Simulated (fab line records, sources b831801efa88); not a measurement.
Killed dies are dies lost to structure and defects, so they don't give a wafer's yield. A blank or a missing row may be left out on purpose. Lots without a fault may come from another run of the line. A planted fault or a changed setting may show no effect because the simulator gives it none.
fab line records | flow sfq_line
record lots=14 wafers=42 last_day=78
route steps=325 shown I2@107 M6@264
lots that met no fault: from a run of the same line without faults
start_h: hours from the record's first day to the start of the lot's first wafer shown | wait_h: hours since the lot's step before | " the same as in the row above | L1.1+2: a row that stands for several wafers | - no value, or no start given | * or withheld: withheld | < > ~ a bound
route shown NAME@n: a module of which the file shows steps, and the number in the route of the first | usual: mean/standard deviation of fault-free wafers | same: alike in all rows | chamber/n: place in a boat | sites: the reading at each site | _std_site: their standard deviation | _edge_site: outer sites' mean less inner sites' | radius_mm: how far each site lies from the wafer's centre | mask NAME#n: copy n | behind: the tool/chamber that last shaped the wafer | hold: why the lot was held/for how many hours/how that ended | device: the transistor (n, p or np) that didn't switch | end of line: the same wafers' tests at the end of the route | a step without rows: its recipe alone | killed: dies lost to structure and defects at the first sort, not the wafer's yield | map: a wafer's dies, x killed, . not, _ none there
set.NAME: the setting as run; set.NAME@STEP: as run at that earlier step | model.NAME: the simulator's own value behind a step, which no gauge read
steps of the route over a sample of lots; a table a step, a row a wafer
services: from which hour (start_h, from the record's first day; less than 0 if before it) a tool's chamber was out of use, for how many hours, and why
## steps
# step SFQ_TRILAYER_I2_VIA_LITHO_COAT_072
# recipe resist=BARC spin_rpm=3000 resist_thk_nm=62
# columns lot.wafer tool chamber start_h wait_h
L166.1+2+6 litho_track-01 0 473.44 1.0
L167.2+3+6 litho_track-01 0 478.31 0.8
L168.2+3+6 litho_track-04 0 493.89 0.8
L169.1+2+3 litho_track-01 0 503.54 1.0
L170.3+5+6 litho_track-01 0 528.94 0.7
L176.3+4+6 litho_track-01 0 591.07 0.7
L177.1+3+5 litho_track-01 0 597.82 1.0
L179.2+4+6 litho_track-01 0 609.02 0.8
L182.1+3+6 litho_track-02 0 643.51 1.0
L183.1+3+4 litho_track-02 0 654.82 1.0
L185.2+4+6 litho_track-02 0 681.46 0.8
L186.1+3+4 litho_track-02 0 687.41 1.0
L187.1+4+5 litho_track-01 0 693.41 1.0
L188.3+4+6 litho_track-04 0 696.92 0.7
# step SFQ_TRILAYER_I2_VIA_BARC_OPEN_VIA_ETCH_096
# recipe mask_material=PR chemistry=O2 target_depth_nm=125 target=BARC source_w=500 bias_w=80 pressure_mtorr=30 time_s=41.7
# usual drypump_motor_current_A=5.9/0.56 oes_product_au=0.685/0.0047
# columns lot.wafer tool chamber start_h wait_h drypump_motor_current_A oes_product_au rf_hours_counter_h
L166.1 rie_diel-03 2 561.14 0.0 6.3 0.688 3
L166.2 " 0 " " 6.3 0.688 10
L166.6 " 2 " " 6.3 0.689 -
L167.2 rie_diel-01 3 563.54 0.0 5.9 0.685 54
L167.3 " 2 " " 6.3 0.679 1
L167.6 " 2 " " 6.3 0.677 -
L168.2 rie_diel-01 3 577.33 0.0 5.9 0.680 54
L168.3 " 2 " " 6.3 0.683 2
L168.6 " 0 " " 4.9 0.688 -
L169.1 rie_diel-02 3 584.53 0.0 6.8 0.679 38
L169.2 " 2 " " 5.8 0.684 51
L169.3 " 1 " " 5.5 0.688 11
L170.3 rie_diel-03 1 607.33 0.0 6.4 0.690 49
L170.5 " 0 " " 6.3 0.691 -
L170.6 " 1 " " 6.3 0.684 -
L176.3 rie_diel-02 1 665.70 0.0 5.5 0.680 12
L176.4 " 2 " " 5.8 0.684 52
L176.6 " 2 " " 5.7 0.687 -
L177.1 rie_diel-01 3 671.70 0.0 5.9 0.689 56
L177.3 " 0 " " 4.9 0.687 35
L177.5 " 3 " " 5.9 0.736 -
L179.2 rie_diel-02 2 682.30 0.0 5.8 0.685 52
L179.4 " 1 " " 5.5 0.732 13
L179.6 " 3 " " 6.8 0.689 -
L182.1 rie_diel-01 0 721.51 0.0 4.9 0.687 36
L182.3 " 2 " " 6.3 0.691 4
L182.6 " 1 " " 6.0 0.681 -
L183.1 rie_diel-02 1 728.71 0.0 5.5 0.681 13
L183.3 " 0 " " 5.6 0.686 6
L183.4 " 3 " " 6.8 0.693 40
L185.2 rie_diel-03 3 753.29 0.0 4.9 0.676 4
L185.4 " 1 " " 6.3 0.679 52
L185.6 " 2 " " 6.3 0.682 -
L186.1 rie_diel-02 1 759.29 0.0 5.6 0.686 14
L186.3 " 3 " " 6.8 0.682 41
L186.4 " 0 " " 5.6 0.686 -
L187.1 rie_diel-01 0 765.29 0.0 4.9 0.685 36
L187.4 " 0 " " 4.9 0.680 -
L187.5 " 1 " " 6.0 0.688 -
L188.3 rie_diel-03 2 768.89 0.0 6.3 0.690 6
L188.4 " 3 " " 4.9 0.678 4
L188.6 " 2 " " 6.3 0.682 -
# step SFQ_TRILAYER_M6_STRIP_STRIP_163
# recipe gas=O2 power_w=200 platen_temp_c=40 overash_fraction=0.65 chemistry=O2 pressure_mtorr=50
# usual drypump_motor_current_A=6.04/0.29 oes_product_au=1.002/0.0091
# columns lot.wafer tool chamber start_h wait_h drypump_motor_current_A oes_product_au rf_hours_counter_h
L166.1 rie_metal-03 1 1335.44 0.1 6.60 0.998 11
L166.2 " 0 " " 5.92 1.003 53
L166.6 " 1 " " 6.59 1.006 -
L167.2 rie_metal-01 0 1343.84 0.1 6.20 0.991 61
L167.3 " 0 " " 6.18 0.990 -
L167.6 " 0 " " 6.22 0.986 -
L168.2 rie_metal-01 1 1351.04 0.1 6.33 0.994 41
L168.3 " 1 " " 6.34 0.997 -
L168.6 " 1 " " 6.35 1.001 -
L169.1 rie_metal-02 0 1359.59 0.1 5.56 1.001 152
L169.2 " 1 " " 5.78 1.010 69
L169.3 " 0 " " 5.56 1.003 -
L170.3 rie_metal-02 1 1371.44 0.2 5.75 1.008 -
L170.5 " 1 " " 5.74 1.004 -
L170.6 " 0 " " 5.57 0.993 -
L176.3 rie_metal-01 0 1419.09 0.2 6.18 1.002 -
L176.4 " 1 " " 6.35 1.009 -
L176.6 " 1 " " 6.35 1.010 -
L177.1 rie_metal-03 0 1422.68 0.2 5.94 0.994 73
L177.3 " 0 " " 5.89 1.008 -
L177.5 " 0 " " 5.92 0.994 -
L179.2 rie_metal-03 0 1428.88 0.4 5.89 1.000 -
L179.4 " 0 " " 5.90 1.005 -
L179.6 " 0 " " 5.91 1.004 -
L182.1 rie_metal-03 0 1450.23 0.2 5.91 0.987 81
L182.3 " 0 " " 5.89 0.992 -
L182.6 " 0 " " 5.91 0.993 -
L183.1 rie_metal-02 0 1453.65 0.1 5.55 0.991 169
L183.3 " 0 " " 5.56 1.008 -
L183.4 " 1 " " 5.78 1.020 -
L185.2 rie_metal-01 1 1465.65 0.1 6.39 1.012 61
L185.4 " 1 " " 6.36 1.006 -
L185.6 " 1 " " 6.35 1.017 -
L186.1 rie_metal-03 0 1469.68 0.2 5.94 0.994 87
L186.3 " 0 " " 5.95 0.996 -
L186.4 " 0 " " 5.94 0.981 -
L187.1 rie_metal-03 0 1471.83 0.2 5.90 0.992 88
L187.4 " 0 " " 5.90 0.990 -
L187.5 " 0 " " 5.93 1.000 -
L188.3 rie_metal-01 1 1475.45 0.2 6.33 1.004 -
L188.4 " 0 " " 6.23 0.986 -
L188.6 " 0 " " 6.23 0.989 -
## services
# columns tool chamber start_h hours kind
rie_diel-01 - 458.76 0.7 repair
rie_diel-01 - 459.77 1.3 repair
rie_diel-01 2 469.71 7.3 repair
rie_diel-02 - 505.15 2.8 pm
rie_diel-01 0 532.41 8.1 repair
rie_diel-01 - 589.54 0.6 repair
rie_diel-02 3 599.32 9.0 repair
rie_diel-01 3 646.15 2.4 repair
rie_diel-02 - 651.07 14.6 pm
rie_diel-01 - 656.84 4.7 repair
rie_metal-01 - 662.20 2.8 pm
rie_metal-03 - 700.26 0.3 repair
rie_metal-03 1 724.10 8.6 repair
rie_diel-01 - 766.81 2.8 pm
rie_diel-02 0 803.49 4.2 repair
rie_diel-02 3 850.09 2.0 repair
rie_diel-01 2 863.19 4.3 repair
rie_metal-03 1 898.54 26.2 repair
rie_metal-03 - 923.14 0.3 repair
rie_diel-01 0 948.87 8.1 repair
rie_metal-03 - 1077.54 2.8 pm
rie_metal-03 1 1286.99 6.8 repair
rie_metal-03 1 1388.62 155.9 repair
rie_metal-03 - 1465.20 0.3 repair
## key
first_sign step=SFQ_TRILAYER_I2_VIA_BARC_OPEN_VIA_ETCH_096 reading=oes_product_au direction=up sigmas=10 usual=0.685 struck=0.734
effect none on later readings
met_at SFQ_TRILAYER_I2_VIA_LITHO_COAT_072
struck_lots L177,L179
struck_wafers L177.5,L179.4
not_acting_at SFQ_TRILAYER_M6_STRIP_STRIP_163
onset_between 591.07 597.82
fault kind=process_parameter_drift tool=litho_track-01 chamber=- onset_h=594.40 steps=SFQ_TRILAYER_I2_VIA_LITHO_COAT_072 channel=resist_thk_nm offset=8.572 shape=step end_h=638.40 scope=struck_wafers_only acts_in=these_recipes_only stated=62
